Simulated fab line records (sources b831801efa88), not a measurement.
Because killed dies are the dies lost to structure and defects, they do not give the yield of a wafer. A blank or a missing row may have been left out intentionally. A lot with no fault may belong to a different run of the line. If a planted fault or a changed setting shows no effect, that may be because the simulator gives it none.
Matching of chambers | flow sky130 | SKY_LI_CONTACT_CMP_24 on cmp-02: 4 sister chambers
The step polishes, stops on PSG, t overpolish 20 s, target thk 0 nm. 4 wafers are shown with their chamber, then 12 later ones without.

WAFERS WITH THEIR CHAMBER
wafer  | chamber | motor current A (A)
L086.6 | 3       | 9.6
L088.1 | 2       | 12.3
L088.2 | 1       | 10.0
L088.5 | 0       | 11.3

WAFERS WHOSE CHAMBER IS MISSING
wafer  | motor current A (A)
L089.1 | 10.6
L089.4 | 12.1
L089.6 | 9.6
L090.4 | 10.5
L090.5 | 12.2
L090.6 | 9.7
L093.2 | 11.2
L093.4 | 10.5
L093.6 | 10.2
L096.3 | 11.4
L096.4 | 9.8
L096.6 | 10.8

WHICH CHAMBER EACH ONE RAN IN
wafer  | from the rows above          | in truth
L089.1 | can't be placed: 1 or 0 or 3 | 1
L089.4 | can't be placed: 2 or 0      | 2
L089.6 | can't be placed: 3 or 1      | 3
L090.4 | can't be placed: 1 or 0 or 3 | 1
L090.5 | 2                            | 2
L090.6 | can't be placed: 3 or 1      | 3
L093.2 | 0                            | 0
L093.4 | can't be placed: 1 or 0 or 3 | 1
L093.6 | can't be placed: 1 or 3      | 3
L096.3 | 0                            | 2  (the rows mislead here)
L096.4 | can't be placed: 1 or 3      | 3
L096.6 | can't be placed: 0 or 1      | 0
Placed correctly: 2 of 12. From these rows, 9 cannot be placed; in 9 the true chamber is one of the candidates. 1 placed wrongly.
How it was worked out, from the rows above alone: a wafer's distance from a chamber is the root of the sum, over the readings, of the square of ((its reading less the chamber's mean) divided by the reading's scatter). If the next closest chamber is less than 2 further off than the closest, the wafer can't be placed; otherwise it belongs to the closest. A chamber's mean is the mean of its shown wafers. The scatter (one wafer shown for each chamber): square how far every hidden wafer sits from the nearest shown wafer, average those squares and take the square root.
